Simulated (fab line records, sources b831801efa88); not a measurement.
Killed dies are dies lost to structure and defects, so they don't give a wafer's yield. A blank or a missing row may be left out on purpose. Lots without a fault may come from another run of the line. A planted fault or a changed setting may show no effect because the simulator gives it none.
fab line records | flow sky130
record lots=6 wafers=18 last_day=48
route steps=708 shown VIA1@470 METAL2@483 PAD_OPEN@708
lots that met no fault: from a run of the same line without faults
start_h: hours from the record's first day to the start of the lot's first wafer shown | wait_h: hours since the lot's step before | " the same as in the row above | L1.1+2: a row that stands for several wafers | - no value, or no start given | * or withheld: withheld | < > ~ a bound
route shown NAME@n: a module of which the file shows steps, and the number in the route of the first | usual: mean/standard deviation of fault-free wafers | same: alike in all rows | chamber/n: place in a boat | sites: the reading at each site | _std_site: their standard deviation | _edge_site: outer sites' mean less inner sites' | radius_mm: how far each site lies from the wafer's centre | mask NAME#n: copy n | behind: the tool/chamber that last shaped the wafer | hold: why the lot was held/for how many hours/how that ended | device: the transistor (n, p or np) that didn't switch | end of line: the same wafers' tests at the end of the route | a step without rows: its recipe alone | killed: dies lost to structure and defects at the first sort, not the wafer's yield | map: a wafer's dies, x killed, . not, _ none there
set.NAME: the setting as run; set.NAME@STEP: as run at that earlier step | model.NAME: the simulator's own value behind a step, which no gauge read
lots at some steps of the route; a table a step, a row a wafer
services: from which hour (start_h, from the record's first day; less than 0 if before it) a tool's chamber was out of use, for how many hours, and why
## steps
# step SKY_VIA1_CD_MEAS_12
# recipe target_cd_nm=150
# usual cd_nm=149.7/1.7
# columns lot.wafer tool chamber start_h wait_h cd_nm
L584.3 cd_sem-01 - 814.00 - 149.6
L584.4 " - " " 150.3
L584.5 " - " " 151.0
L587.2 cd_sem-01 - 830.98 - 149.2
L587.4 " - " " 149.5
L587.5 " - " " 150.1
L590.2 cd_sem-02 - 857.28 - 148.1
L590.4 " - " " 151.4
L590.6 " - " " 148.5
L592.1 cd_sem-01 - 872.62 - 150.7
L592.3 " - " " 148.6
L592.6 " - " " 152.2
L595.1 cd_sem-01 - 891.62 - 146.6
L595.4 " - " " 146.4
L595.5 " - " " 145.9
L596.1 cd_sem-02 - 893.93 - 151.8
L596.5 " - " " 149.9
L596.6 " - " " 152.9
# step SKY_VIA1_OVL_MEAS_13
# usual VIA1_OVL=0/6
# columns lot.wafer tool chamber start_h wait_h VIA1_OVL[nm]
L584.3 overlay-02 - 814.09 0.1 8
L584.4 " - " " -13
L584.5 " - " " 3
L587.2 overlay-01 - 831.08 0.1 -6
L587.4 " - " " 5
L587.5 " - " " 0
L590.2 overlay-01 - 857.38 0.1 -8
L590.4 " - " " -7
L590.6 " - " " -1
L592.1 overlay-02 - 872.74 0.1 -6
L592.3 " - " " -6
L592.6 " - " " -5
L595.1 overlay-01 - 891.74 0.1 -3
L595.4 " - " " 9
L595.5 " - " " -1
L596.1 overlay-02 - 894.05 0.1 5
L596.5 " - " " 0
L596.6 " - " " 0
# step SKY_VIA1_ETCH_14
# recipe chemistry=N2/H2 target=BARC ion_energy_ev=200 source_w=500 bias_w=100 pressure_mtorr=30 n2_flow_sccm=100 h2_flow_sccm=200 stop_on=SiO2 time_s=45.9 target_depth_a=600
# usual drypump_motor_current_A=5.6/0.43 oes_product_au=0.854/0.0041 throttle_valve_pct=13.224/0.0088
# columns lot.wafer tool chamber start_h wait_h drypump_motor_current_A oes_product_au rf_hours_counter_h throttle_valve_pct
L584.3 rie_diel-03 3 814.11 0.0 5.4 0.854 6 13.240
L584.4 " 2 " " 5.7 0.849 12 13.215
L584.5 " 0 " " 6.2 0.852 - 13.228
L587.2 rie_diel-01 0 831.11 0.0 5.7 0.854 10 13.222
L587.4 " 2 " " 6.0 0.856 7 13.234
L587.5 " 1 " " 5.3 0.859 - 13.213
L590.2 rie_diel-01 0 857.41 0.0 5.7 0.852 10 13.238
L590.4 " 3 " " 5.4 0.858 14 13.198
L590.6 " 3 " " 5.4 0.855 - 13.225
L592.1 rie_diel-03 0 872.78 0.0 6.3 0.854 12 13.234
L592.3 " 2 " " 5.7 0.856 14 13.211
L592.6 " 0 " " 6.3 0.856 - 13.227
L595.1 rie_diel-04 3 891.78 0.0 5.7 0.855 14 13.215
L595.4 " 1 " " 5.5 0.847 18 13.226
L595.5 " 3 " " 5.6 0.845 - 13.220
L596.1 rie_diel-04 1 894.09 0.0 5.5 0.865 18 13.233
L596.5 " 0 " " 6.3 0.856 - 13.224
L596.6 " 1 " " 5.5 0.853 - 13.210
# step SKY_VIA1_ETCH_15
# recipe target=SiO2 chemistry=C4F8/O2/Ar target_depth_nm=351 stop_on=TiN mask_material=KrF-thick source_w=1500 bias_w=1200 pressure_mtorr=40 c4f8_flow_sccm=withheld O2_flow_sccm=6 Ar_flow_sccm=300 time_s=54
# step SKY_VIA1_STRIP_16
# recipe chemistry=O2/N2 power_w=1400 pressure_mtorr=1500 platen_temp_c=withheld o2_flow_sccm=3000 n2_flow_sccm=300 overash_fraction=0.5
# usual drypump_motor_current_A=6.0/0.5 oes_product_au=0.415/0.0043 strip_time_to_endpoint_s=4.455/0.019
# columns lot.wafer tool chamber start_h wait_h drypump_motor_current_A oes_product_au rf_hours_counter_h strip_time_to_endpoint_s
L584.3 plasma_asher-01 0 814.23 0.1 6.5 0.410 - 4.461
L584.4 " 1 " " 6.6 0.417 - 4.425
L584.5 " 0 " " 6.5 0.418 - 4.444
L587.2 plasma_asher-03 0 831.20 0.0 5.6 0.411 40 4.424
L587.4 " 1 " " 5.7 0.416 - 4.456
L587.5 " 0 " " 5.6 0.422 - 4.452
L590.2 plasma_asher-02 1 857.50 0.0 5.7 0.421 10 4.459
L590.4 " 0 " " 5.3 0.416 - 4.486
L590.6 " 1 " " 5.7 0.412 - 4.474
L592.1 plasma_asher-02 0 872.87 0.0 5.4 0.416 12 4.453
L592.3 " 1 " " 5.7 0.417 - 4.445
L592.6 " 0 " " 5.3 0.413 - 4.453
L595.1 plasma_asher-01 0 891.87 0.0 6.5 0.416 109 4.462
L595.4 " 1 " " 6.6 0.419 - 4.460
L595.5 " 1 " " 6.6 0.414 - 4.449
L596.1 plasma_asher-01 0 894.18 0.0 6.5 0.414 109 4.442
L596.5 " 1 " " 6.6 0.414 - 4.468
L596.6 " 0 " " 6.5 0.411 - 4.449
# step SKY_VIA1_STRIP_17
# recipe chemistry=post_etch_residue_remover time_s=1200 temp_c=72.5
# step SKY_VIA1_CLEAN_18
# recipe chemistry=IPA time_s=180 temp_c=25
# step SKY_VIA1_CLEAN_19
# recipe chemistry=O3/DIW dry=n2_spin
# step SKY_VIA1_SPUTTER_20
# recipe material=TiN target_thk_nm=20 chamber_pressure_pa=5 power_w=4000 time_s=80
# usual chamber_pressure_pa=4.998/0.0099 throttle_valve_pct=30.0/1.2
# columns lot.wafer tool chamber start_h wait_h chamber_pressure_pa throttle_valve_pct
L584.3 pvd_sputter-01 - 814.79 0.0 5.003 30.1
L584.4 " - " " 5.012 29.9
L584.5 " - " " 5.007 30.2
L587.2 pvd_sputter-03 - 831.79 0.0 5.010 31.6
L587.4 " - " " 4.996 30.4
L587.5 " - " " 4.995 31.7
L590.2 pvd_sputter-03 - 858.09 0.0 4.998 29.9
L590.4 " - " " 4.989 28.6
L590.6 " - " " 4.994 31.6
L592.1 pvd_sputter-03 - 873.46 0.0 4.991 30.0
L592.3 " - " " 5.001 30.5
L592.6 " - " " 4.991 30.2
L595.1 pvd_sputter-04 - 892.62 0.0 4.974 31.9
L595.4 " - " " 4.980 30.6
L595.5 " - " " 5.009 28.3
L596.1 pvd_sputter-03 - 894.83 0.0 4.989 30.2
L596.5 " - " " 4.984 30.5
L596.6 " - " " 4.984 31.8
# step SKY_VIA1_CVD_21
# recipe material=W target_thk_nm=270 time_s=80.902 temp_c=400 pressure_torr=40
# usual heater_power_w=870/75
# columns lot.wafer tool chamber start_h wait_h heater_power_w
L584.3 cvd_w-01 0 814.88 0.1 916
L584.4 " 1 " " 929
L584.5 " 0 " " 929
L587.2 cvd_w-01 0 831.85 0.0 933
L587.4 " 1 " " 912
L587.5 " 0 " " 929
L590.2 cvd_w-01 1 858.15 0.0 953
L590.4 " 0 " " 961
L590.6 " 1 " " 919
L592.1 cvd_w-02 1 873.52 0.0 829
L592.3 " 1 " " 824
L592.6 " 1 " " 841
L595.1 cvd_w-02 0 892.68 0.0 882
L595.4 " 0 " " 905
L595.5 " 0 " " 907
L596.1 cvd_w-01 1 894.89 0.0 911
L596.5 " 0 " " 930
L596.6 " 1 " " 928
# step SKY_VIA1_RS_MEAS_22
# recipe thk_meas_gauge=four-point-probe reads=W_of_VIA1_CVD_21+TiN_of_VIA1_SPUTTER_20
# usual VIA1_W_RS=0.429/0.0053
# columns lot.wafer tool chamber start_h wait_h VIA1_W_RS[ohm/sq]
L584.3 film_metro-02 - 814.99 0.1 0.418
L584.4 " - " " 0.428
L584.5 " - " " 0.416
L587.2 film_metro-02 - 831.97 0.1 0.415
L587.4 " - " " 0.427
L587.5 " - " " 0.422
L590.2 film_metro-02 - 858.27 0.1 0.431
L590.4 " - " " 0.423
L590.6 " - " " 0.425
L592.1 film_metro-02 - 873.61 0.1 0.431
L592.3 " - " " 0.433
L592.6 " - " " 0.434
L595.1 film_metro-04 - 892.78 0.1 0.426
L595.4 " - " " 0.428
L595.5 " - " " 0.426
L596.1 film_metro-04 - 894.98 0.1 0.440
L596.5 " - " " 0.431
L596.6 " - " " 0.439
# step SKY_VIA1_THK_MEAS_23
# recipe thk_meas_gauge=xrf reads=W_of_VIA1_CVD_21
# usual VIA1_W_THK=265/3.4
# columns lot.wafer tool chamber start_h wait_h VIA1_W_THK[nm]
L584.3 film_metro-02 - 815.09 0.1 270
L584.4 " - " " 264
L584.5 " - " " 270
L587.2 film_metro-02 - 832.08 0.1 271
L587.4 " - " " 263
L587.5 " - " " 267
L590.2 film_metro-02 - 858.38 0.1 262
L590.4 " - " " 265
L590.6 " - " " 265
L592.1 film_metro-02 - 873.73 0.1 263
L592.3 " - " " 260
L592.6 " - " " 263
L595.1 film_metro-04 - 892.90 0.1 267
L595.4 " - " " 268
L595.5 " - " " 271
L596.1 film_metro-04 - 895.10 0.1 261
L596.5 " - " " 266
L596.6 " - " " 262
# step SKY_VIA1_CMP_24
# recipe stop_on=SiO2 t_overpolish_s=15 down_force_psi=3.5 platen_rpm=60 target_thk_nm=0 pad_velocity_m_s=0.94248
# usual motor_current_A=10.1/1.2 overpolish_run_s=15.001/0.0081 slurry_filter_dp_kPa=13.48/0.13 time_to_endpoint_s=63.7/2.7
# columns lot.wafer tool chamber start_h wait_h motor_current_A overpolish_run_s slurry_filter_dp_kPa time_to_endpoint_s
L584.4 cmp-02 2 815.13 0.0 7.9 15.002 13.56 61.1
L584.3 " 3 " " 9.7 15.004 13.54 61.0
L584.5 " 2 " " 7.6 15.008 13.10 64.2
L587.4 cmp-01 2 832.23 0.1 8.8 15.002 13.43 65.6
L587.2 " 3 " " 11.1 15.004 13.51 67.5
L587.5 " 1 " " 9.3 15.010 13.36 63.6
L590.4 cmp-01 0 858.48 0.1 10.6 15.002 13.36 67.1
L590.2 " 2 " " 9.0 14.990 13.62 63.2
L590.6 " 3 " " 11.4 14.990 13.63 63.0
L592.1 cmp-01 3 873.79 0.1 11.0 14.999 13.56 64.2
L592.3 " 2 " " 9.3 15.002 13.52 65.9
L592.6 " 0 " " 10.2 14.985 13.43 65.3
L595.1 cmp-02 3 893.01 0.1 10.1 15.001 13.34 63.1
L595.4 " 0 " " 11.3 0.043 13.49 104.1
L595.5 " 2 " " 7.5 0.041 13.32 104.5
L596.1 cmp-02 0 895.21 0.1 11.4 15.011 13.41 60.9
L596.6 " 3 " " 10.3 14.989 13.59 62.4
L596.5 " 0 " " 11.5 0.047 13.40 103.6
# step SKY_METAL2_SPUTTER_00
# recipe material=Ti target_thk_nm=15 power_w=3000 time_s=10 chamber_pressure_pa=0.4
# usual chamber_pressure_pa=0.3999/0.00081 throttle_valve_pct=29.7/0.97
# columns lot.wafer tool chamber start_h wait_h chamber_pressure_pa throttle_valve_pct
L584.3 pvd_sputter-02 - 815.43 0.2 0.4008 30.1
L584.4 " - " " 0.3998 29.4
L584.5 " - " " 0.4008 28.8
L587.2 pvd_sputter-02 - 832.43 0.1 0.4010 30.4
L587.4 " - " " 0.3988 29.3
L587.5 " - " " 0.3998 29.0
L590.2 pvd_sputter-02 - 858.73 0.1 0.3996 29.0
L590.4 " - " " 0.4008 30.1
L590.6 " - " " 0.4007 30.0
L592.1 pvd_sputter-02 - 874.09 0.2 0.3998 30.5
L592.3 " - " " 0.3984 28.8
L592.6 " - " " 0.4002 30.2
L595.1 pvd_sputter-02 - 893.26 0.2 0.3985 30.2
L596.1 pvd_sputter-01 - 895.46 0.2 0.3995 30.2
L596.6 " - " " 0.4006 29.4
# step SKY_PAD_OPEN_PROBE_99
# usual defect_limited_yield=82.4/1.8 killed_at_M0_to_M3=45/6.8 killed_at_M4_up=3.2/1.6 killed_at_contacts=24/5.1 killed_at_front_end=14/4.4 killed_at_other=0.4/0.65 killed_dies=87/8.8 killed_on_rim=17/3.6 killed_open=47/7.2 killed_short=39/6.1 sort_bin_3_pad_short=0.9/0.38 sort_bin_5_function=10.4/1.5 sort_bin_6_memory=6.4/1.1 sort_n_pass=405/8.8 sort_yield_pct=82.4/1.8
# same gross_dies=492 killed_at_back_side=0 sort_bin_4_leakage[%]=0 sort_bin_8_speed[%]=0
# columns lot.wafer tool chamber start_h wait_h hold defect_limited_yield[%] killed_at_M0_to_M3 killed_at_M4_up killed_at_contacts killed_at_front_end killed_at_other killed_dies killed_on_rim killed_open killed_short sort_bin_3_pad_short[%] sort_bin_5_function[%] sort_bin_6_memory[%] sort_n_pass sort_yield_pct[%]
L584.3 prober-02 - 1092.99 0.2 - 81.1 42 4 20 27 0 93 17 42 48 0.4 11.4 7.1 399 81.1
L584.4 prober-02 - 1093.04 0.2 - 79.7 42 3 35 19 1 100 21 53 47 0.6 12.8 6.9 392 79.7
L584.5 prober-02 - 1093.09 0.2 - 81.9 43 6 20 19 1 89 24 43 45 1.0 11.2 5.9 403 81.9
L587.2 prober-01 - 1104.95 0.1 - 82.1 38 3 31 16 0 88 18 52 36 1.0 10.4 6.5 404 82.1
L587.4 prober-01 - 1105.05 0.2 - 81.5 55 2 28 6 0 91 19 54 36 0.6 10.8 7.1 401 81.5
L587.5 prober-01 - 1105.10 0.2 - 82.1 52 3 19 14 0 88 20 53 35 0.8 13.0 4.1 404 82.1
L590.2 prober-02 - 1123.79 0.1 - 82.1 44 4 25 14 1 88 22 47 41 0.2 11.0 6.7 404 82.1
L590.4 prober-02 - 1123.89 0.2 - 85.6 31 4 22 14 0 71 19 30 41 1.0 7.9 5.5 421 85.6
L590.6 prober-02 - 1123.99 0.2 - 81.5 42 1 31 17 0 91 22 46 45 0.6 11.6 6.3 401 81.5
L592.1 prober-02 - 1137.81 0.1 - 78.9 55 3 27 19 0 104 17 57 47 0.6 13.8 6.7 388 78.9
L592.3 prober-02 - 1137.91 0.2 - 81.9 45 5 22 15 2 89 14 38 51 1.4 11.8 4.9 403 81.9
L592.6 prober-02 - 1138.06 0.2 - 79.3 57 4 23 18 0 102 19 62 40 1.0 12.4 7.3 390 79.3
L595.1 prober-01 - 1150.83 0.1 await_dispo/3.1h/release 84.6 40 3 22 11 0 76 16 41 34 0.8 7.7 6.9 416 84.6
L595.4 prober-01 - 1150.98 0.2 await_dispo/3.1h/release 0 449 4 22 17 0 492 96 49 35 83.1 8.9 7.9 0 0
L595.5 prober-01 - 1151.03 0.2 await_dispo/3.1h/release 0 448 2 24 18 0 492 96 45 36 84.1 11.4 4.5 0 0
L596.1 prober-02 - 1153.58 0.1 await_dispo/1.7h/release 82.7 42 2 21 20 0 85 16 43 42 1.0 9.6 6.7 407 82.7
L596.5 prober-02 - 1153.78 0.2 await_dispo/1.7h/release 0 438 1 31 22 0 492 96 50 44 81.1 11.6 7.3 0 0
L596.6 prober-02 - 1153.83 0.2 await_dispo/1.7h/release 81.7 48 7 23 12 0 90 17 46 44 1.2 9.1 7.9 402 81.7
# killed by level:class
L584.3 VIA1:geometric_particle:open=9 POLY_GATE:geometric_particle:short=8 VIA3:geometric_particle:open=8 METAL1:geometric_particle:short=7 POLY_GATE:geometric_particle:open=6 CONTACT:geometric_particle:short=6 LI_CONTACT:geometric_particle:open=6 VIA2:geometric_particle:open=5
L584.4 CONTACT:geometric_particle:open=15 LI_CONTACT:geometric_particle:open=9 VIA3:geometric_particle:short=6 POLY_GATE:geometric_particle:open=5 METAL1:geometric_particle:short=5 VIA1:geometric_particle:short=5 VIA1:geometric_particle:open=5 FIELD_ISO:geometric_particle:open=4
L584.5 VIA1:geometric_particle:open=8 METAL1:geometric_particle:short=7 LI_CONTACT:geometric_particle:open=6 VIA3:geometric_particle:open=6 POLY_GATE:geometric_particle:short=5 POLY_GATE:geometric_particle:open=5 CONTACT:geometric_particle:open=5 VIA2:geometric_particle:open=5
L587.2 CONTACT:geometric_particle:open=9 VIA1:geometric_particle:open=9 LI_CONTACT:geometric_particle:open=8 VIA2:geometric_particle:open=7 CONTACT:geometric_particle:short=6 FIELD_ISO:geometric_particle:open=5 VIA3:geometric_particle:open=5 LOCAL_INTERCONNECT:geometric_particle:short=4
L587.4 VIA3:geometric_particle:open=14 VIA1:geometric_particle:open=11 METAL2:geometric_particle:short=9 CONTACT:geometric_particle:open=7 LI_CONTACT:geometric_particle:open=6 VIA2:geometric_particle:open=6 CONTACT:geometric_particle:short=5 LI_CONTACT:geometric_particle:short=4
L587.5 VIA1:geometric_particle:open=14 VIA3:geometric_particle:open=7 VIA2:geometric_particle:short=7 LI_CONTACT:geometric_particle:open=6 VIA2:geometric_particle:open=6 CONTACT:geometric_particle:open=6 POLY_GATE:geometric_particle:short=4 METAL2:geometric_particle:short=4
L590.2 CONTACT:geometric_particle:open=9 VIA1:geometric_particle:open=9 VIA3:geometric_particle:open=8 METAL1:geometric_particle:short=6 VIA2:geometric_particle:open=6 FIELD_ISO:geometric_particle:open=5 LI_CONTACT:geometric_particle:open=5 METAL2:geometric_particle:short=5
L590.4 CONTACT:geometric_particle:open=6 VIA1:geometric_particle:open=6 VIA3:geometric_particle:short=6 FIELD_ISO:geometric_particle:short=4 POLY_GATE:geometric_particle:open=4 POLY_GATE:geometric_particle:short=4 LI_CONTACT:geometric_particle:open=4 LOCAL_INTERCONNECT:geometric_particle:short=4
L590.6 CONTACT:geometric_particle:open=13 VIA1:geometric_particle:short=12 LI_CONTACT:geometric_particle:open=6 LOCAL_INTERCONNECT:geometric_particle:short=6 VIA3:geometric_particle:open=5 FIELD_ISO:geometric_particle:open=4 METAL1:geometric_particle:short=4 METAL3:geometric_particle:short=4
L592.1 VIA1:geometric_particle:open=12 VIA1:geometric_particle:short=10 LI_CONTACT:geometric_particle:open=10 POLY_GATE:geometric_particle:open=8 CONTACT:geometric_particle:open=8 VIA2:geometric_particle:open=6 METAL1:geometric_particle:short=6 VIA2:geometric_particle:short=5
L592.3 VIA1:geometric_particle:open=11 VIA1:geometric_particle:short=7 METAL1:geometric_particle:short=7 CONTACT:geometric_particle:open=6 VIA2:geometric_particle:short=6 LOCAL_INTERCONNECT:geometric_particle:short=5 CONTACT:geometric_particle:short=5 POLY_GATE:geometric_particle:open=4
L592.6 VIA1:geometric_particle:open=13 VIA2:geometric_particle:open=10 LI_CONTACT:geometric_particle:open=7 METAL2:geometric_particle:short=6 VIA2:geometric_particle:short=6 FIELD_ISO:geometric_particle:open=5 VIA3:geometric_particle:open=5 CONTACT:geometric_particle:open=5
L595.1 CONTACT:geometric_particle:open=11 VIA1:geometric_particle:open=8 VIA3:geometric_particle:open=6 VIA3:geometric_particle:short=6 LI_CONTACT:geometric_particle:open=5 CONTACT:geometric_particle:short=5 VIA2:geometric_particle:open=5 VIA2:geometric_particle:short=4
L595.4 VIA1:area_cmp=408 VIA3:geometric_particle:open=10 LI_CONTACT:geometric_particle:open=8 CONTACT:geometric_particle:open=8 VIA2:geometric_particle:open=6 VIA1:geometric_particle:open=6 FIELD_ISO:geometric_particle:short=5 POLY_GATE:geometric_particle:short=5
L595.5 VIA1:area_cmp=411 VIA1:geometric_particle:open=9 LI_CONTACT:geometric_particle:open=8 VIA3:geometric_particle:open=7 CONTACT:geometric_particle:open=5 CONTACT:geometric_particle:short=5 VIA2:geometric_particle:open=5 VIA3:geometric_particle:short=5
L596.1 VIA1:geometric_particle:open=11 VIA1:geometric_particle:short=8 CONTACT:geometric_particle:open=7 LI_CONTACT:geometric_particle:open=6 FIELD_ISO:geometric_particle:open=5 FIELD_ISO:geometric_particle:short=4 POLY_GATE:geometric_particle:short=4 LOCAL_INTERCONNECT:geometric_particle:short=4
L596.5 VIA1:area_cmp=398 VIA1:geometric_particle:open=12 LI_CONTACT:geometric_particle:open=11 CONTACT:geometric_particle:open=11 METAL1:geometric_particle:short=8 POLY_GATE:geometric_particle:short=7 FIELD_ISO:geometric_particle:short=6 VIA3:geometric_particle:open=4
L596.6 CONTACT:geometric_particle:open=12 METAL2:geometric_particle:short=9 VIA1:geometric_particle:short=7 METAL1:geometric_particle:short=6 VIA1:geometric_particle:open=6 LI_CONTACT:geometric_particle:open=5 METAL4:geometric_particle:short=5 POLY_GATE:geometric_particle:open=4
# map L595.4 (x killed, . not)
__________xxxxxxxxxx_________
________xxxxxxxxxxxxxx_______
______xxxxxxxxxxxxxxxxxx_____
_____xxxxxxxxxxxxxxxxxxxx____
____xxxxxxxxxxxxxxxxxxxxxx___
___xxxxxxxxxxxxxxxxxxxxxxxx__
__xxxxxxxxxxxxxxxxxxxxxxxxxx_
_xxxxxxxxxxxxxxxxxxxxxxxxxxxx
_xxxxxxxxxxxxxxxxxxxxxxxxxxxx
_xxxxxxxxxxxxxxxxxxxxxxxxxxxx
_xxxxxxxxxxxxxxxxxxxxxxxxxxxx
_xxxxxxxxxxxxxxxxxxxxxxxxxxxx
_xxxxxxxxxxxxxxxxxxxxxxxxxxxx
_xxxxxxxxxxxxxxxxxxxxxxxxxxxx
_xxxxxxxxxxxxxxxxxxxxxxxxxxxx
__xxxxxxxxxxxxxxxxxxxxxxxxxx_
___xxxxxxxxxxxxxxxxxxxxxxxx__
____xxxxxxxxxxxxxxxxxxxxxx___
_____xxxxxxxxxxxxxxxxxxxx____
______xxxxxxxxxxxxxxxxxx_____
________xxxxxxxxxxxxxx_______
__________xxxxxxxxxx_________
# map L596.5 (x killed, . not)
__________xxxxxxxxxx_________
________xxxxxxxxxxxxxx_______
______xxxxxxxxxxxxxxxxxx_____
_____xxxxxxxxxxxxxxxxxxxx____
____xxxxxxxxxxxxxxxxxxxxxx___
___xxxxxxxxxxxxxxxxxxxxxxxx__
__xxxxxxxxxxxxxxxxxxxxxxxxxx_
_xxxxxxxxxxxxxxxxxxxxxxxxxxxx
_xxxxxxxxxxxxxxxxxxxxxxxxxxxx
_xxxxxxxxxxxxxxxxxxxxxxxxxxxx
_xxxxxxxxxxxxxxxxxxxxxxxxxxxx
_xxxxxxxxxxxxxxxxxxxxxxxxxxxx
_xxxxxxxxxxxxxxxxxxxxxxxxxxxx
_xxxxxxxxxxxxxxxxxxxxxxxxxxxx
_xxxxxxxxxxxxxxxxxxxxxxxxxxxx
__xxxxxxxxxxxxxxxxxxxxxxxxxx_
___xxxxxxxxxxxxxxxxxxxxxxxx__
____xxxxxxxxxxxxxxxxxxxxxx___
_____xxxxxxxxxxxxxxxxxxxx____
______xxxxxxxxxxxxxxxxxx_____
________xxxxxxxxxxxxxx_______
__________xxxxxxxxxx_________
## services
# columns tool chamber start_h hours kind
cmp-02 - 800.61 0.6 repair
pvd_sputter-02 - 806.54 1.6 repair
plasma_asher-02 - 821.24 12.2 pm
plasma_asher-03 - 842.77 0.4 repair
rie_diel-03 1 843.60 13.1 repair
rie_diel-04 3 849.32 2.4 repair
cmp-02 - 852.34 0.8 repair
plasma_asher-01 - 858.36 3.5 repair
cmp-02 - 864.46 4.5 pm
plasma_asher-03 - 867.80 16.0 pm
cmp-02 - 876.24 1.0 repair
cmp-02 - 893.70 0.6 repair
## key
first_sign step=SKY_VIA1_CMP_24 reading=overpolish_run_s direction=down sigmas=99+ usual=15.001 struck=0.044
effect step=SKY_VIA1_CMP_24 reading=time_to_endpoint_s direction=up sigmas=15 usual=* struck=*
effect step=SKY_PAD_OPEN_PROBE_99 reading=sort_bin_3_pad_short direction=up sigmas=99+ usual=0.9 struck=82.8
more_kills_born_at SKY_VIA1_CMP_24@cmp-02=1217
met_at SKY_VIA1_CMP_24
struck_wafers L595.4,L595.5,L596.5
later_rows_left_out L595.4,L595.5,L596.5
onset_between 815.13 893.01
fault kind=process_parameter_drift tool=cmp-02 chamber=- onset_h=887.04 steps=SKY_VIA1_CMP_24 channel=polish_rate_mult offset=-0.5 shape=step end_h=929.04 scope=struck_wafers_only
# later_rows_left_out: the simulator's readings of these wafers behind a module that went badly wrong aren't trusted and aren't shown, but for the sort
